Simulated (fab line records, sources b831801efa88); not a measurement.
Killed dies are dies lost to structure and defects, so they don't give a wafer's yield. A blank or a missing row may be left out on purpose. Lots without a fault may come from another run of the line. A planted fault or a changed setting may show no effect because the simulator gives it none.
fab line records | flow gf180mcu | part 1 of 2: steps 1 to 24 of 35
record lots=5 wafers=15 last_day=34
route steps=602 shown HV_LDD@182
lots that met no fault: from a run of the same line without faults
start_h: hours from the record's first day to the start of the lot's first wafer shown | wait_h: hours since the lot's step before | " the same as in the row above | L1.1+2: a row that stands for several wafers | - no value, or no start given | * or withheld: withheld | < > ~ a bound
route shown NAME@n: a module of which the file shows steps, and the number in the route of the first | usual: mean/standard deviation of fault-free wafers | same: alike in all rows | chamber/n: place in a boat | sites: the reading at each site | _std_site: their standard deviation | _edge_site: outer sites' mean less inner sites' | radius_mm: how far each site lies from the wafer's centre | mask NAME#n: copy n | behind: the tool/chamber that last shaped the wafer | hold: why the lot was held/for how many hours/how that ended | device: the transistor (n, p or np) that didn't switch | end of line: the same wafers' tests at the end of the route | a step without rows: its recipe alone | killed: dies lost to structure and defects at the first sort, not the wafer's yield | map: a wafer's dies, x killed, . not, _ none there
set.NAME: the setting as run; set.NAME@STEP: as run at that earlier step | model.NAME: the simulator's own value behind a step, which no gauge read
lots at some steps of the route; a table a step, a row a wafer
services: from which hour (start_h, from the record's first day; less than 0 if before it) a tool's chamber was out of use, for how many hours, and why
## steps
# step GF_HV_LDD_DEVELOP_06
# recipe develop_time_s=60 dev_temp_c=23
# usual exhaust_pa=45.2/0.77 resist_line_temp_C=23.01/0.12
# columns lot.wafer tool chamber start_h wait_h exhaust_pa resist_line_temp_C
L075.4 litho_track-02 0 231.49 0.1 44.8 23.20
L075.5 " 0 " " 45.0 23.05
L075.6 " 0 " " 44.4 23.17
L080.1 litho_track-03 0 260.38 0.1 45.4 23.10
L080.2 " 0 " " 45.4 23.11
L080.5 " 0 " " 45.3 23.12
L081.1 litho_track-03 0 264.38 0.1 45.7 23.08
L081.2 " 0 " " 44.8 23.07
L081.5 " 0 " " 44.3 22.90
L093.1 litho_track-02 0 359.16 0.1 46.3 23.11
L093.4 " 0 " " 45.4 23.10
L093.5 " 0 " " 45.7 23.35
L096.2 litho_track-01 0 377.00 0.1 46.5 23.18
L096.5 " 0 " " 46.9 23.07
L096.6 " 0 " " 45.7 23.08
# step GF_HV_LDD_CD_MEAS_07
# recipe target_cd_nm=400
# usual cd_nm=400.2/1.7
# columns lot.wafer tool chamber start_h wait_h cd_nm
L075.4 cd_sem-01 - 231.62 0.1 398.9
L075.5 " - " " 398.8
L075.6 " - " " 398.6
L080.1 cd_sem-02 - 260.53 0.1 402.5
L080.2 " - " " 401.1
L080.5 " - " " 402.9
L081.1 cd_sem-01 - 264.53 0.1 399.9
L081.2 " - " " 400.4
L081.5 " - " " 399.1
L093.1 cd_sem-01 - 359.31 0.1 401.8
L093.4 " - " " 399.7
L093.5 " - " " 401.4
L096.2 cd_sem-02 - 377.14 0.1 399.9
L096.5 " - " " 399.7
L096.6 " - " " 401.3
# step GF_HV_LDD_OVL_MEAS_08
# usual HV_LDD_OVL=0.1/1.5
# columns lot.wafer tool chamber start_h wait_h HV_LDD_OVL[nm]
L075.4 overlay-01 - 231.70 0.1 0.3
L075.5 " - " " 1.6
L075.6 " - " " 0.8
L080.1 overlay-01 - 260.65 0.1 -0.7
L080.2 " - " " -2.4
L080.5 " - " " -2.7
L081.1 overlay-02 - 264.65 0.1 0.8
L081.2 " - " " 1.7
L081.5 " - " " 0.0
L093.1 overlay-01 - 359.43 0.1 -1.6
L093.4 " - " " -3.1
L093.5 " - " " -1.6
L096.2 overlay-01 - 377.25 0.1 -0.5
L096.5 " - " " -0.7
L096.6 " - " " 0.8
# step GF_HV_LDD_IMPLANT_09
# recipe species=As energy_kev=40 dose_cm2=1e+14 tilt_deg=7
# columns lot.wafer tool chamber start_h wait_h
L075.4+5+6 implanter-04 0 231.79 0.1
L080.1+2+5 implanter-04 0 260.69 0.0
L081.1+2+5 implanter-01 0 264.69 0.0
L093.1+4+5 implanter-01 0 359.47 0.0
L096.2+5+6 implanter-04 0 377.30 0.0
# step GF_HV_LDD_STRIP_10
# recipe chemistry=O2/N2 power_w=1400 pressure_mtorr=1500 platen_temp_c=250 o2_flow_sccm=3000 n2_flow_sccm=300 overash_fraction=0.5
# usual drypump_motor_current_A=5.9/0.53 heater_power_w=328/39 o2_flow_sccm=2999/9.4 oes_product_au=0.716/0.0047 strip_time_to_endpoint_s=12.62/0.036
# columns lot.wafer tool chamber start_h wait_h drypump_motor_current_A heater_power_w o2_flow_sccm oes_product_au rf_hours_counter_h strip_time_to_endpoint_s
L075.4 plasma_asher-03 0 231.90 0.1 5.3 348 3005 0.715 - 12.67
L075.5 " 1 " " 5.9 337 2987 0.712 - 12.66
L075.6 " 0 " " 5.3 340 3004 0.712 - 12.70
L080.1 plasma_asher-01 1 260.84 0.1 5.8 383 3000 0.721 46 12.68
L080.2 " 0 " " 6.6 255 3000 0.724 46 12.66
L080.5 " 0 " " 6.6 262 3006 0.718 - 12.66
L081.1 plasma_asher-03 0 264.84 0.1 5.3 341 2996 0.718 60 12.60
L081.2 " 1 " " 5.9 339 2993 0.713 60 12.58
L081.5 " 1 " " 5.9 341 2992 0.712 - 12.62
L093.1 plasma_asher-01 0 359.62 0.1 6.6 262 3011 0.717 57 12.61
L093.4 " 1 " " 5.8 372 2990 0.719 - 12.62
L093.5 " 0 " " 6.6 252 3008 0.724 - 12.58
L096.2 plasma_asher-03 1 377.43 0.1 5.9 355 3001 0.715 70 12.66
L096.5 " 0 " " 5.3 342 2994 0.712 - 12.57
L096.6 " 1 " " 5.9 345 2988 0.718 - 12.58
# step GF_HV_LDD_TW_MEAS_11
# usual HV_LDD_TW=2383/22
# columns lot.wafer tool chamber start_h wait_h HV_LDD_TW
L075.4 film_metro-04 - 232.01 0.1 2397
L075.5 " - " " 2388
L075.6 " - " " 2391
L080.1 film_metro-01 - 260.94 0.1 2363
L080.2 " - " " 2371
L080.5 " - " " 2367
L081.1 film_metro-03 - 264.94 0.1 2363
L081.2 " - " " 2366
L081.5 " - " " 2361
L093.1 film_metro-04 - 359.72 0.1 2407
L093.4 " - " " 2398
L093.5 " - " " 2404
L096.2 film_metro-01 - 377.54 0.1 2397
L096.5 " - " " 2390
L096.6 " - " " 2387
# step GF_HV_LDD_DEHYDRATE_12
# recipe temp_c=200 time_s=60
# usual exhaust_pa=44.9/0.77 resist_line_temp_C=22.99/0.11
# columns lot.wafer tool chamber start_h wait_h exhaust_pa resist_line_temp_C
L075.4 litho_track-01 0 240.15 8.1 45.0 23.19
L075.5 " 0 " " 45.7 23.06
L075.6 " 0 " " 45.6 23.17
L080.1 litho_track-02 0 269.61 8.7 45.1 23.00
L080.2 " 0 " " 44.5 23.11
L080.5 " 0 " " 43.9 23.12
L081.1 litho_track-01 0 273.97 9.0 43.2 23.15
L081.2 " 0 " " 44.2 23.21
L081.5 " 0 " " 43.8 23.18
L093.1 litho_track-01 0 370.42 10.7 44.2 22.92
L093.4 " 0 " " 45.9 22.97
L093.5 " 0 " " 45.8 22.99
L096.2 litho_track-03 0 388.25 10.7 45.0 23.06
L096.5 " 0 " " 45.7 22.99
L096.6 " 0 " " 45.6 22.85
# step GF_HV_LDD_HMDS_13
# recipe prime_time_s=60 prime_temp_c=120
# usual exhaust_pa=45.0/1.1 resist_line_temp_C=22.98/0.1
# columns lot.wafer tool chamber start_h wait_h exhaust_pa resist_line_temp_C
L075.4 litho_track-01 0 240.30 0.1 45.9 23.24
L075.5 " 0 " " 45.6 23.15
L075.6 " 0 " " 45.4 22.94
L080.1 litho_track-02 0 269.76 0.1 42.9 23.04
L080.2 " 0 " " 43.9 23.10
L080.5 " 0 " " 44.4 22.95
L081.1 litho_track-01 0 274.12 0.1 44.0 23.05
L081.2 " 0 " " 45.2 22.90
L081.5 " 0 " " 46.6 23.04
L093.1 litho_track-01 0 370.57 0.1 43.6 23.03
L093.4 " 0 " " 42.2 22.96
L093.5 " 0 " " 42.7 22.96
L096.2 litho_track-03 0 388.40 0.1 43.0 22.98
L096.5 " 0 " " 43.7 22.96
L096.6 " 0 " " 43.9 23.10
# step GF_HV_LDD_COAT_14
# recipe resist=NOVOLAK spin_rpm=3000 resist_thk_nm=1000
# usual exhaust_pa=45.2/0.9 resist_line_temp_C=23.01/0.11
# columns lot.wafer tool chamber start_h wait_h exhaust_pa resist_line_temp_C
L075.4 litho_track-01 0 240.45 0.1 45.4 23.02
L075.5 " 0 " " 44.9 23.00
L075.6 " 0 " " 46.0 23.06
L080.1 litho_track-02 0 269.91 0.1 43.6 23.09
L080.2 " 0 " " 42.5 22.98
L080.5 " 0 " " 43.5 23.13
L081.1 litho_track-01 0 274.27 0.1 45.1 23.09
L081.2 " 0 " " 44.7 23.05
L081.5 " 0 " " 44.4 23.14
L093.1 litho_track-01 0 370.72 0.1 45.4 23.02
L093.4 " 0 " " 44.4 23.25
L093.5 " 0 " " 44.8 23.05
L096.2 litho_track-03 0 388.55 0.1 45.3 23.15
L096.5 " 0 " " 45.6 23.02
L096.6 " 0 " " 45.6 23.05
# step GF_HV_LDD_SOFTBAKE_15
# recipe temp_c=90 time_s=60 resist=NOVOLAK
# usual exhaust_pa=45.0/0.95 resist_line_temp_C=22.98/0.11
# columns lot.wafer tool chamber start_h wait_h exhaust_pa resist_line_temp_C
L075.4 litho_track-01 0 240.60 0.1 43.8 22.79
L075.5 " 0 " " 44.2 22.91
L075.6 " 0 " " 43.6 23.05
L080.1 litho_track-02 0 270.06 0.1 43.8 23.01
L080.2 " 0 " " 45.4 22.99
L080.5 " 0 " " 44.1 23.01
L081.1 litho_track-01 0 274.42 0.1 46.2 23.02
L081.2 " 0 " " 44.9 22.90
L081.5 " 0 " " 45.9 23.10
L093.1 litho_track-01 0 370.87 0.1 43.7 23.17
L093.4 " 0 " " 45.3 23.16
L093.5 " 0 " " 45.3 22.95
L096.2 litho_track-03 0 388.70 0.1 43.1 22.96
L096.5 " 0 " " 44.9 22.96
L096.6 " 0 " " 44.8 22.98
# step GF_HV_LDD_EXPOSE_16
# recipe mask_id=Pplus_LV_AREA target_cd_nm=400 na=0.6 source_shape=conventional sigma_outer=0.6 dose_mj=140
# columns lot.wafer tool chamber start_h wait_h mask
L075.4+5+6 iline_stepper-02 0 - - Pplus_LV_AREA#0
L080.1+2+5 iline_stepper-01 0 - - Pplus_LV_AREA#0
L081.1+2+5 iline_stepper-02 0 - - Pplus_LV_AREA#0
L093.1+4+5 iline_stepper-02 0 - - Pplus_LV_AREA#0
L096.2+5+6 iline_stepper-01 0 - - Pplus_LV_AREA#0
# step GF_HV_LDD_PEB_17
# recipe temp_c=withheld time_s=* resist=NOVOLAK
# usual exhaust_pa=45.1/0.8 resist_line_temp_C=*
# columns lot.wafer tool chamber start_h wait_h exhaust_pa resist_line_temp_C
L075.4 litho_track-03 0 - - 43.5 *
L075.5 " 0 " " 45.0 *
L075.6 " 0 " " 45.2 *
L080.1 litho_track-03 0 - - 45.2 *
L080.2 " 0 " " 46.1 *
L080.5 " 0 " " 46.1 *
L081.1 litho_track-03 0 - - 47.1 *
L081.2 " 0 " " 44.6 *
L081.5 " 0 " " 46.3 *
L093.1 litho_track-01 0 - - 44.8 *
L093.4 " 0 " " 45.0 *
L093.5 " 0 " " 45.4 *
L096.2 litho_track-03 0 - - 46.0 *
L096.5 " 0 " " 44.6 *
L096.6 " 0 " " 46.6 *
# step GF_HV_LDD_DEVELOP_18
# recipe develop_time_s=60 dev_temp_c=23
# usual exhaust_pa=44.9/0.91 resist_line_temp_C=23.00/0.11
# columns lot.wafer tool chamber start_h wait_h exhaust_pa resist_line_temp_C
L075.4 litho_track-03 0 249.60 0.1 43.7 23.01
L075.5 " 0 " " 44.5 22.91
L075.6 " 0 " " 44.1 23.03
L080.1 litho_track-03 0 279.43 0.1 45.0 22.83
L080.2 " 0 " " 43.9 22.99
L080.5 " 0 " " 44.5 23.05
L081.1 litho_track-03 0 284.63 0.1 44.9 23.11
L081.2 " 0 " " 44.9 23.20
L081.5 " 0 " " 46.2 23.00
L093.1 litho_track-01 0 382.02 0.1 45.7 23.08
L093.4 " 0 " " 45.5 23.09
L093.5 " 0 " " 44.5 22.91
L096.2 litho_track-03 0 400.20 0.1 46.9 22.93
L096.5 " 0 " " 45.1 22.86
L096.6 " 0 " " 44.5 22.97
# step GF_HV_LDD_CD_MEAS_19
# recipe target_cd_nm=400
# usual cd_nm=399.9/2.1
# columns lot.wafer tool chamber start_h wait_h cd_nm
L075.4 cd_sem-02 - 249.74 0.1 400.0
L075.5 " - " " 400.9
L075.6 " - " " 398.4
L080.1 cd_sem-02 - 279.58 0.1 401.2
L080.2 " - " " 399.4
L080.5 " - " " 400.1
L081.1 cd_sem-02 - 284.78 0.1 401.4
L081.2 " - " " 401.7
L081.5 " - " " 399.0
L093.1 cd_sem-01 - 382.17 0.1 400.0
L093.4 " - " " 397.1
L093.5 " - " " 397.7
L096.2 cd_sem-01 - 400.35 0.1 402.2
L096.5 " - " " 400.8
L096.6 " - " " 402.4
# step GF_HV_LDD_OVL_MEAS_20
# usual HV_LDD_01_OVL=0.5/1.2
# columns lot.wafer tool chamber start_h wait_h HV_LDD_01_OVL[nm]
L075.4 overlay-01 - 249.82 0.1 1.8
L075.5 " - " " 1.3
L075.6 " - " " 2.8
L080.1 overlay-01 - 279.70 0.1 1.4
L080.2 " - " " -0.3
L080.5 " - " " 1.3
L081.1 overlay-01 - 284.90 0.1 -0.3
L081.2 " - " " -0.5
L081.5 " - " " 1.1
L093.1 overlay-01 - 382.29 0.1 -1.6
L093.4 " - " " -2.5
L093.5 " - " " -1.0
L096.2 overlay-01 - 400.45 0.1 1.1
L096.5 " - " " 1.5
L096.6 " - " " 2.1
# step GF_HV_LDD_IMPLANT_21
# recipe species=BF2 energy_kev=25 dose_cm2=5e+13 tilt_deg=7.275
# columns lot.wafer tool chamber start_h wait_h
L075.4+5+6 implanter-01 0 249.91 0.1
L080.1+2+5 implanter-02 0 279.73 0.0
L081.1+2+5 implanter-04 0 284.93 0.0
L093.1+4+5 implanter-01 0 382.33 0.0
L096.2+5+6 implanter-01 0 400.51 0.0
# step GF_HV_LDD_STRIP_22
# recipe chemistry=O2/N2 power_w=1400 pressure_mtorr=1500 platen_temp_c=250 o2_flow_sccm=3000 n2_flow_sccm=300 overash_fraction=0.5
# usual drypump_motor_current_A=5.9/0.57 heater_power_w=328/36 o2_flow_sccm=3000/9.2 oes_product_au=0.716/0.0045 strip_time_to_endpoint_s=12.62/0.032
# columns lot.wafer tool chamber start_h wait_h drypump_motor_current_A heater_power_w o2_flow_sccm oes_product_au rf_hours_counter_h strip_time_to_endpoint_s
L075.4 plasma_asher-01 1 250.02 0.1 5.8 366 3005 0.713 - 12.61
L075.5 " 0 " " 6.6 258 3005 0.714 - 12.62
L075.6 " 1 " " 5.8 370 3011 0.714 - 12.61
L080.1 plasma_asher-01 0 279.88 0.1 6.6 259 3013 0.708 48 12.64
L080.2 " 1 " " 5.8 377 2971 0.719 48 12.65
L080.5 " 0 " " 6.6 260 3021 0.713 - 12.64
L081.1 plasma_asher-04 0 285.08 0.1 6.7 334 2989 0.716 64 12.66
L081.2 " 1 " " 5.3 306 2992 0.716 64 12.60
L081.5 " 0 " " 6.7 337 2977 0.710 - 12.61
L093.1 plasma_asher-04 1 382.48 0.1 5.3 320 2991 0.716 74 12.65
L093.4 " 0 " " 6.7 341 3003 0.715 - 12.66
L093.5 " 1 " " 5.3 309 2991 0.713 - 12.62
L096.2 plasma_asher-03 1 400.63 0.1 5.9 339 2996 0.719 72 12.68
L096.5 " 1 " " 5.9 351 2998 0.716 - 12.67
L096.6 " 0 " " 5.3 339 2985 0.711 - 12.63
# step GF_HV_LDD_TW_MEAS_23
# usual HV_LDD_2_TW=1044/9
# columns lot.wafer tool chamber start_h wait_h HV_LDD_2_TW
L075.4 film_metro-01 - 250.12 0.1 1037
L075.5 " - " " 1038
L075.6 " - " " 1047
L080.1 film_metro-03 - 279.98 0.1 1032
L080.2 " - " " 1027
L080.5 " - " " 1030
L081.1 film_metro-01 - 285.18 0.1 1041
L081.2 " - " " 1045
L081.5 " - " " 1043
L093.1 film_metro-01 - 382.58 0.1 1045
L093.4 " - " " 1045
L093.5 " - " " 1048
L096.2 film_metro-04 - 400.74 0.1 1059
L096.5 " - " " 1057
L096.6 " - " " 1053
# step GF_HV_LDD_DEHYDRATE_24
# recipe temp_c=200 time_s=60
# usual exhaust_pa=44.8/0.95 resist_line_temp_C=23.02/0.11
# columns lot.wafer tool chamber start_h wait_h exhaust_pa resist_line_temp_C
L075.4 litho_track-01 0 259.35 9.2 45.8 22.96
L075.5 " 0 " " 46.0 23.01
L075.6 " 0 " " 45.3 23.02
L080.1 litho_track-02 0 289.56 9.6 45.1 23.08
L080.2 " 0 " " 45.4 23.19
L080.5 " 0 " " 45.5 23.03
L081.1 litho_track-03 0 295.13 9.9 44.2 23.02
L081.2 " 0 " " 45.6 22.98
L081.5 " 0 " " 45.3 22.92
L093.1 litho_track-01 0 393.17 10.6 43.2 23.08
L093.4 " 0 " " 44.6 22.98
L093.5 " 0 " " 42.8 23.11
L096.2 litho_track-01 0 411.80 11.0 45.7 22.66
L096.5 " 0 " " 44.3 22.82
L096.6 " 0 " " 45.8 22.80
# step GF_HV_LDD_HMDS_25
# recipe prime_time_s=60 prime_temp_c=120
# usual exhaust_pa=44.9/0.86 resist_line_temp_C=23.00/0.092
# columns lot.wafer tool chamber start_h wait_h exhaust_pa resist_line_temp_C
L075.4 litho_track-01 0 259.50 0.1 44.8 22.88
L075.5 " 0 " " 45.6 22.93
L075.6 " 0 " " 43.8 23.14
L080.1 litho_track-02 0 289.71 0.1 43.6 22.92
L080.2 " 0 " " 43.9 23.01
L080.5 " 0 " " 43.5 22.87
L081.1 litho_track-03 0 295.28 0.1 44.7 23.16
L081.2 " 0 " " 45.9 22.96
L081.5 " 0 " " 44.6 23.10
L093.1 litho_track-01 0 393.32 0.1 45.4 22.93
L093.4 " 0 " " 44.4 22.91
L093.5 " 0 " " 43.9 22.98
L096.2 litho_track-01 0 411.95 0.1 45.0 23.09
L096.5 " 0 " " 44.8 22.85
L096.6 " 0 " " 43.3 23.01
# step GF_HV_LDD_COAT_26
# recipe resist=NOVOLAK spin_rpm=3000 resist_thk_nm=1000
# usual exhaust_pa=44.8/0.85 resist_line_temp_C=23.02/0.11
# columns lot.wafer tool chamber start_h wait_h exhaust_pa resist_line_temp_C
L075.4 litho_track-01 0 259.65 0.1 45.2 22.95
L075.5 " 0 " " 45.6 23.01
L075.6 " 0 " " 44.9 22.93
L080.1 litho_track-02 0 289.86 0.1 46.3 22.95
L080.2 " 0 " " 44.5 22.90
L080.5 " 0 " " 45.1 22.95
L081.1 litho_track-03 0 295.43 0.1 45.0 22.95
L081.2 " 0 " " 44.2 23.08
L081.5 " 0 " " 45.5 22.94
L093.1 litho_track-01 0 393.47 0.1 44.5 22.91
L093.4 " 0 " " 43.9 22.91
L093.5 " 0 " " 45.4 22.89
L096.2 litho_track-01 0 412.10 0.1 45.6 23.06
L096.5 " 0 " " 44.6 23.04
L096.6 " 0 " " 45.3 23.15
# step GF_HV_LDD_SOFTBAKE_27
# recipe temp_c=90 time_s=60 resist=NOVOLAK
# usual exhaust_pa=44.9/0.92 resist_line_temp_C=22.98/0.12
# columns lot.wafer tool chamber start_h wait_h exhaust_pa resist_line_temp_C
L075.4 litho_track-01 0 259.80 0.1 44.5 23.11
L075.5 " 0 " " 43.8 22.96
L075.6 " 0 " " 44.9 23.06
L080.1 litho_track-02 0 290.01 0.1 44.3 22.96
L080.2 " 0 " " 44.6 23.28
L080.5 " 0 " " 44.5 23.05
L081.1 litho_track-03 0 295.58 0.1 44.8 23.05
L081.2 " 0 " " 45.8 23.23
L081.5 " 0 " " 44.1 23.04
L093.1 litho_track-01 0 393.62 0.1 43.6 23.10
L093.4 " 0 " " 44.6 23.02
L093.5 " 0 " " 44.7 23.06
L096.2 litho_track-01 0 412.25 0.1 43.9 22.79
L096.5 " 0 " " 44.7 22.84
L096.6 " 0 " " 44.4 22.94
# step GF_HV_LDD_EXPOSE_28
# recipe mask_id=Nplus_HV_AREA target_cd_nm=400 na=0.6 source_shape=conventional sigma_outer=0.6 dose_mj=140
# columns lot.wafer tool chamber start_h wait_h mask
L075.4+5+6 iline_stepper-02 0 - - Nplus_HV_AREA#0
L080.1+2+5 iline_stepper-01 0 - - Nplus_HV_AREA#0
L081.1+2+5 iline_stepper-01 0 - - Nplus_HV_AREA#0
L093.1+4+5 iline_stepper-02 0 - - Nplus_HV_AREA#0
L096.2+5+6 iline_stepper-01 0 - - Nplus_HV_AREA#0
# step GF_HV_LDD_PEB_29
# recipe temp_c=withheld time_s=* resist=NOVOLAK
# usual exhaust_pa=45.0/0.94 resist_line_temp_C=*
# columns lot.wafer tool chamber start_h wait_h exhaust_pa resist_line_temp_C
L075.4 litho_track-02 0 - - 46.5 *
L075.5 " 0 " " 44.4 *
L075.6 " 0 " " 45.9 *
L080.1 litho_track-03 0 - - 44.6 *
L080.2 " 0 " " 44.6 *
L080.5 " 0 " " 45.1 *
L081.1 litho_track-01 0 - - 45.6 *
L081.2 " 0 " " 44.3 *
L081.5 " 0 " " 46.7 *
L093.1 litho_track-01 0 - - 45.1 *
L093.4 " 0 " " 44.5 *
L093.5 " 0 " " 44.8 *
L096.2 litho_track-03 0 - - 44.1 *
L096.5 " 0 " " 44.6 *
L096.6 " 0 " " 43.9 *
